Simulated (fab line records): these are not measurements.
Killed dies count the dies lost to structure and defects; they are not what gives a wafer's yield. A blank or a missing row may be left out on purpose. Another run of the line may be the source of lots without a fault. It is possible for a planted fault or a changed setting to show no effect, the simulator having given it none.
Which tool is to blame? | flow sky130 | 7 lots, 21 wafers sampled, at 3 steps of a route of 708

== WHAT EACH GAUGE READ, for each wafer ==
SKY_VT_ADJUST_LVTN_OVL_MEAS_07.
lot  | measured     | on         | VT_ADJUST_LVTN_OVL (nm)
L416 | day 7 05:04  | overlay-01 | -2.9 -1.4 -1.1
L419 | day 7 21:13  | overlay-02 | -0.4 -1.5 -0.4
L421 | day 8 10:39  | overlay-02 | -1.8 -1.9 -0.2
L424 | day 9 06:29  | overlay-02 | -0.2 -0.2 -0.3
L428 | day 10 08:13 | overlay-01 | 2.5 1.5 3.3
L433 | day 11 23:58 | overlay-01 | 0.0 0.8 1.0
L436 | day 12 12:35 | overlay-01 | - - -

== TOOL THAT RAN EACH LOT (tool first, then ch and the chambers of the sampled wafers, then the start) ==
lot  | SKY_FIELD_ISO_ETCH_17           | SKY_VT_ADJUST_LVTN_DEVELOP_06
L416 | rie-si-01 ch 1,2,3, day 2 12:32 | litho-track-01 ch 0, day 7 04:00
L419 | rie-si-01 ch 0,1,2, day 3 02:43 | litho-track-01 ch 0, day 7 21:00
L421 | rie-si-01 ch 1,2,3, day 3 13:25 | litho-track-02 ch 0, day 8 10:00
L424 | rie-si-02 ch 0,1, day 4 02:55   | litho-track-02 ch 0, day 9 06:00
L428 | rie-si-01 ch 1,2,3, day 5 00:32 | litho-track-03 ch 0, day 10 08:00
L433 | rie-si-02 ch 0,1,3, day 6 01:58 | litho-track-03 ch 0, day 11 23:00
L436 | rie-si-01 ch 0,1,3, day 6 18:13 | litho-track-02 ch 0, day 12 12:00
- SKY_FIELD_ISO_ETCH_17: etches Si in HBr/Cl2/O2, target depth 342 nm, time 97.7 s.
- SKY_VT_ADJUST_LVTN_DEVELOP_06: develop time 60 s.

== THE ANSWER, worked out from the rows above alone ==
Rule: usual is defined by the lots themselves. The widest of any qualifying gaps counts: lots, ordered by their means at a reading, are off when they make up no more than a third of the lots, leave a main group of 4 or more, and stand apart from it by 3 or more times the standard deviation of that group's means. A main group whose means are all the same, to the digits that the tables above print for the reading, isn't used. Also off: a lot with no number at a reading for which 4 or more lots have one. Where the step has rows for the other lots, those lots are counted as sound.
Off: at SKY_VT_ADJUST_LVTN_OVL_MEAS_07 (VT_ADJUST_LVTN_OVL), L436. Without a number there: L436. Mean -0.2 nm and standard deviation 1.4 in the main group.
If a tool, at a process step before that reading, ran all the lots that are off and no sound lot after the first of them, it fits. Gauges at SKY_VT_ADJUST_LVTN_OVL_MEAS_07: tried the same way as those tools. Can't be told from this: 3 tools fit, rie-si-01 at SKY_FIELD_ISO_ETCH_17, litho-track-02 at SKY_VT_ADJUST_LVTN_DEVELOP_06, overlay-01 at SKY_VT_ADJUST_LVTN_OVL_MEAS_07.

== WHAT THE SIMULATOR HAD INSERTED ==
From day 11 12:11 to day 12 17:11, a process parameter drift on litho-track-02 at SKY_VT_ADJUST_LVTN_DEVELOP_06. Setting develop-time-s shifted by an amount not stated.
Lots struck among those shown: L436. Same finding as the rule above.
